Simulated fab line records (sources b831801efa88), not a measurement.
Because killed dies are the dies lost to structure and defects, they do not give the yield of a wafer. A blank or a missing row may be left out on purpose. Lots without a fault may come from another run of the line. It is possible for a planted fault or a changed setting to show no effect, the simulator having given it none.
A lot that was struck, set against a sound lot | flow sky130 | 16 steps out of a route of 708
Sound: the wafers L582.1, L582.3, L582.4. Wafers L590.1, L590.2, L590.4 were the ones struck. The cause is given at the end.
For every step that has rows: the tool of each side, followed by ch and its chambers, followed by its first start. Under that, the readings that differ: sound wafers | struck wafers | difference of the means | sigmas: that difference in standard deviations of wafers without a fault.
alike: readings with means less than 2 such deviations apart, plus words and numbers identical on both sides. not compared: withheld readings, readings lacking a value on some wafer, bounds such as >300 that could conceal the same value, and numbers that have no deviation in the record and whose values overlap.
A row with sigmas, a row that says differs or no value, or rows on one side alone: a step with any of these is where the two part. Non-overlapping numbers with no deviation appear without sigmas and do not part them. Lack of a reading on every wafer of one side parts them only where that side has two or more wafers.

first, 5 steps without rows for these wafers: SKY_SONOS_TUNNEL_COAT_02 (resist thk 1140 nm); SKY_SONOS_TUNNEL_SOFTBAKE_03 (time 60 s); SKY_SONOS_TUNNEL_EXPOSE_04 (exposes mask TUNM, target cd 410 nm); SKY_SONOS_TUNNEL_PEB_05; SKY_SONOS_TUNNEL_DEVELOP_06 (develop time 60 s).
SKY_SONOS_TUNNEL_CD_MEAS_07 targets a cd of 410 nm.
  sound: cdSem-01 at day 14 02:50; struck: cdSem-01 at day 16 21:56
  alike: cdNm
SKY_SONOS_TUNNEL_OVL_MEAS_08:
  sound: overlay-02 at day 14 02:58; struck: overlay-01 at day 16 22:04
  alike: SONOS_TUNNEL_OVL
then, 3 steps without rows for these wafers: SKY_SONOS_TUNNEL_IMPLANT_09; SKY_SONOS_TUNNEL_WET_ETCH_10 (etches SiO2 in dHF, target depth 14 nm, time 280 s); SKY_SONOS_TUNNEL_STRIP_11 (strips in SPM, time 600 s).
SKY_SONOS_TUNNEL_TW_MEAS_12:
  sound: filmMetro-04 at day 14 03:25; struck: filmMetro-04 at day 16 22:33
  alike: SONOS_TUNNEL_TW
then, 1 step without rows for these wafers: SKY_SONOS_TUNNEL_CLEAN_13 (cleans in dHF, time 20 s).
SKY_SONOS_ONO_OXIDATION_00: stabilise 600 s, purge 300 s, target thk 2.6 nm.
  sound on furnace-01 ch 0, day 14 04:04; struck on furnace-02 ch 0, day 17 00:11
reading                                         | sound                | struck               | difference | sigmas
spikeTcCentreC (C)                              | 801.3 800.8 800.0    | 793.6 792.8 795.2    | -6.8       | -7
spikeTcLowerC (C)                               | 799.7 801.6 801.4    | 794.7 794.8 794.8    | -6.1       | -4
spikeTcUpperC (C)                               | 798.9 800.8 801.2    | 793.7 793.8 793.8    | -6.5       | -5
tubeCenterTempC (C)                             | 800.02 799.95 799.96 | 793.33 793.36 793.44 | -6.60      | -86
tube_center_temp_C_max                          | 801.9 802.3 803.4    | 795.4 796.2 795.4    | -6.9       | -20
model.SiO2_of_SONOS_ONO_OXIDATION_00.thkNm (nm) | 2.649 2.65 2.637     | 2.252 2.288 2.291    | -0.368     | 
SKY_SONOS_ONO_THK_MEAS_01:
  sound: filmMetro-04 at day 14 05:25; struck: filmMetro-02 at day 17 01:32
reading                      | sound          | struck         | difference | sigmas
SONOS_ONO_OXIDATION_THK (nm) | 2.67 2.56 2.63 | 2.23 2.29 2.34 | -0.33      | -5
then, 1 step without rows for these wafers: SKY_SONOS_ONO_CVD_02 (deposits Si3N4 from DCS/NH3, target thk 10.5 nm, time 180 s).
-- the record jumps here: 33 days lie between the struck wafers' starts before and after (it left off in module SONOS_ONO and takes up again in module PAD_OPEN, whose first step shown is number 708 of the route) --
SKY_PAD_OPEN_PROBE_99:
  sound: prober-02 at day 48 01:32; struck: prober-01 at day 50 03:30
reading                            | sound                   | struck                | difference | sigmas
model.etest.capOno.gateLog10ACm2   | -8.038 -7.976 -7.885    | -7.356 -7.564 -7.55   | +0.476     | 
model.etest.capOno.toxAccNm (nm)   | 12.94 12.81 12.87       | 12.46 12.6 12.64      | -0.31      | 
model.etest.sonosErased.vtV (V)    | -2.27 -2.264 -2.287     | -2.47 -2.458 -2.42    | -0.18      | 
model.etest.sonosBaked.vtLessV (V) | -0.5059 -0.5024 -0.4663 | -0.649 -0.602 -0.5397 | -0.105     | 
  alike: killed_at_M0_to_M3, killed_at_M4_up, killedAtContacts, killedAtFrontEnd, killedAtOther, killedDies, killedOpen, killedShort

## WHERE THEY PART
Earliest at SKY_SONOS_ONO_OXIDATION_00; latest, in this record, at SKY_SONOS_ONO_THK_MEAS_01. Later steps at which nothing parts them and some readings are alike: SKY_PAD_OPEN_PROBE_99.

WHY: what the simulator had put in
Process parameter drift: furnace-02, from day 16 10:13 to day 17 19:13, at SKY_SONOS_ONO_OXIDATION_00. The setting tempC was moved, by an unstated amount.
